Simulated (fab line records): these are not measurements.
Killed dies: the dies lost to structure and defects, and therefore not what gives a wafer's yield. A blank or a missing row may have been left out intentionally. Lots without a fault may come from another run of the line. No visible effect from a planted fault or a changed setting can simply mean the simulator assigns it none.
The same fault as seen by 2 desks :: flow gf180mcu :: only its own numbers are on each desk; what lay behind them is given at the end

## FOR THE TOOL OWNER'S DESK: pvd-sputter-04
The tool's own readings at GF_M3_SPUTTER_04 (material TiN, target thk 50 nm, time 43.44 s): means of the sampled wafers that have a number, for each lot that ran on this tool. Marked OUT: a lot whose mean sits more than 4 standard deviations from the usual mean, which makes it out of limits; the brackets give that distance.
Columns: A = cathode-dc-power-W at GF_M3_SPUTTER_04, usual 6500.0 W; B = throttle-valve-pct at GF_M3_SPUTTER_04, usual 30.2 %
lot: L908
first seen here: day 21 13:04
A: 6501.2
B: 29.9

lot: L924
first seen here: day 26 13:04
A: 7282.3 (+99 or more) OUT
B: 29.6

lot: L926
first seen here: day 27 08:00
A: 7282.6 (+99 or more) OUT
B: 29.0
This desk's finding: out of limits on L924, L926; first on L924, day 26 13:04 (cathode-dc-power-W at GF_M3_SPUTTER_04). L908 stayed within limits.

## AT THE METROLOGY DESK
Means of the sampled wafers that have a number, per lot and without regard to the tool the lot ran on: this is what the gauges read. Marked OUT: a lot whose mean sits more than 4 standard deviations from the usual mean, which makes it out of limits; the brackets give that distance. Only the readings that lie furthest out on some lot appear, 7 of the 9 it has.
Columns: A = V2_W_RS at GF_V2_RS_MEAS_24, usual 0.328 ohm/sq; B = V2_W_THK at GF_V2_THK_MEAS_25, usual 359 nm; C = M3_ALCU_THK at GF_M3_THK_MEAS_06, usual 446 nm; D = cd-nm at GF_M3_CD_MEAS_14, usual 279.7 nm; E = M3_OVL at GF_M3_OVL_MEAS_15, usual 1 nm; F = V3_CVD_00_THK at GF_V3_THK_MEAS_01, usual 599 nm; G = V3_CVD_02_THK at GF_V3_THK_MEAS_03, usual 855 nm
lot: L908
first seen here: day 21 12:25
A: 0.334
B: 351
C: 448
D: 278.5
E: 9
F: 600
G: 866

lot: L916
first seen here: day 23 19:10
A: 0.334
B: 357
C: 446
D: 279.2
E: -2
F: 598
G: 873

lot: L924
first seen here: day 26 12:26
A: 0.337
B: 353
C: 445
D: 278.6
E: -0
F: 608
G: 843

lot: L926
first seen here: day 27 07:20
A: 0.329
B: 362
C: 447
D: 281.2
E: -3
F: 605
G: 854

lot: L927
first seen here: day 27 08:39
A: 0.328
B: 355
C: 444
D: 279.2
E: 3
F: 597
G: 847

lot: L928
first seen here: day 27 15:00
A: 0.326
B: 364
C: 437
D: 278.1
E: -0
F: 608
G: 864
This desk's finding: nothing out of limits on any of the 6 lots.

## TAKEN TOGETHER
The tool owner's desk could have raised an alarm at day 26 13:04, on L924, L926.
The metrology desk saw nothing out of limits.
The metrology desk has L924, L926 on record, within its limits.
The lots listed all ran GF_M3_SPUTTER_04 on pvd-sputter-04.

## WHAT THE SIMULATOR HAD PUT IN
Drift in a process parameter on pvd-sputter-04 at GF_M3_SPUTTER_04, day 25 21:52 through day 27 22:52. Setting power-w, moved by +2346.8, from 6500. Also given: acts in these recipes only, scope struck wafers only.
Shown lots that were struck: L924, L926.
How many hours passed from the start of the fault until each desk's first out-of-limits reading: the tool owner's desk, 15.
